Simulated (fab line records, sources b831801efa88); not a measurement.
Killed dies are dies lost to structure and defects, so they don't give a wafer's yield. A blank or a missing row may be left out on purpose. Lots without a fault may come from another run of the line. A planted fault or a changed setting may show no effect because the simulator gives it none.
Problem report in the 8D (eight disciplines) form, filled by code | flow sky130 | the parts of the form that need people (team, actions taken, sign-off) are left out

1. THE PROBLEM
heater_power_total_W at SKY_VT_ADJUST_NCORE_SOFTBAKE_03 reads a mean of 63.66 W on 5 wafers of 3 lots; wafers without a fault read 56.59 W with a standard deviation of 0.046. That is +99 or more standard deviations from the usual mean.
The step: time 60 s.
First seen on wafer L854.4, day 13 18:10, on litho_track-01. The record holds 21 wafers of 7 lots with a number at this step. Rule for "out", or "out of limits": more than 4 standard deviations from the usual mean. The other wafers with a number count as sound.

2. WHAT IT IS AND WHAT IT IS NOT
question                    | is                                     | is not
which readings at this step | heater_power_total_W, run_length_s     | -
which lots                  | L854, L855, L857                       | L838, L841, L842, L858
which wafers of those lots  | L854.4, L854.5, L855.4, L855.5, L857.1 | L854.3, L855.2, L857.3, L857.6
read on which tools         | litho_track-01                         | litho_track-03, litho_track-04
when                        | from day 13 18:10                      | up to then (10 sound wafers); but 6 sound wafers of L855, L857, L858 came after

3. SUSPECTS, AND WHAT RULES EACH OUT
Counting: a tool at a process step up to the reading stays a suspect if it ran every lot that is out. Sound lots after the first of them don't rule it out here, since some wafers of a struck lot are sound.
- litho_track-01 at SKY_VT_ADJUST_NCORE_SOFTBAKE_03 (time 60 s): kept. It ran every lot that is out, first L854 (day 13 18:10); its last sound lot up to then is L841 (day 10 09:25). Its own readings are out on those wafers: heater_power_total_W, run_length_s.
Left after counting: litho_track-01 at SKY_VT_ADJUST_NCORE_SOFTBAKE_03.

4. THE CAUSE (what the simulator had put in)
Process parameter drift: litho_track-01, from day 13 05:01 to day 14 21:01, at SKY_VT_ADJUST_NCORE_SOFTBAKE_03. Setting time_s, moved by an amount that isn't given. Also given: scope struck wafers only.
Counting left only this tool.

5. THE CHAIN OF EFFECTS, in route order
Each row: a reading whose mean over the struck wafers that have a number lies more than 3 standard deviations from the usual. Only readings for which the record gives a usual standard deviation are gone through. hours: the time from each lot's start at the first step in this table that gives one to its start at this step, as a median over the lots. sigmas: the change in usual standard deviations.
hours | step                            | reading              | usual   | on struck wafers | change | sigmas
0     | SKY_VT_ADJUST_NCORE_SOFTBAKE_03 | heater_power_total_W | 56.59 W | 63.66            | +7.07  | +99 or more
0     | SKY_VT_ADJUST_NCORE_SOFTBAKE_03 | run_length_s         | 89.16 s | 71.64            | -17.52 | -83
The process steps in it:
- SKY_VT_ADJUST_NCORE_SOFTBAKE_03: time 60 s.
Later measuring or inspecting steps at which every struck wafer that the step has a row for has a number for every such reading, and none has moved that far: SKY_VT_ADJUST_NCORE_CD_MEAS_07.

6. WHAT WOULD HAVE CAUGHT IT SOONER
In this record the first reading out of limits was taken at day 13 18:10, 13 hours after the fault began at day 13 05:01.
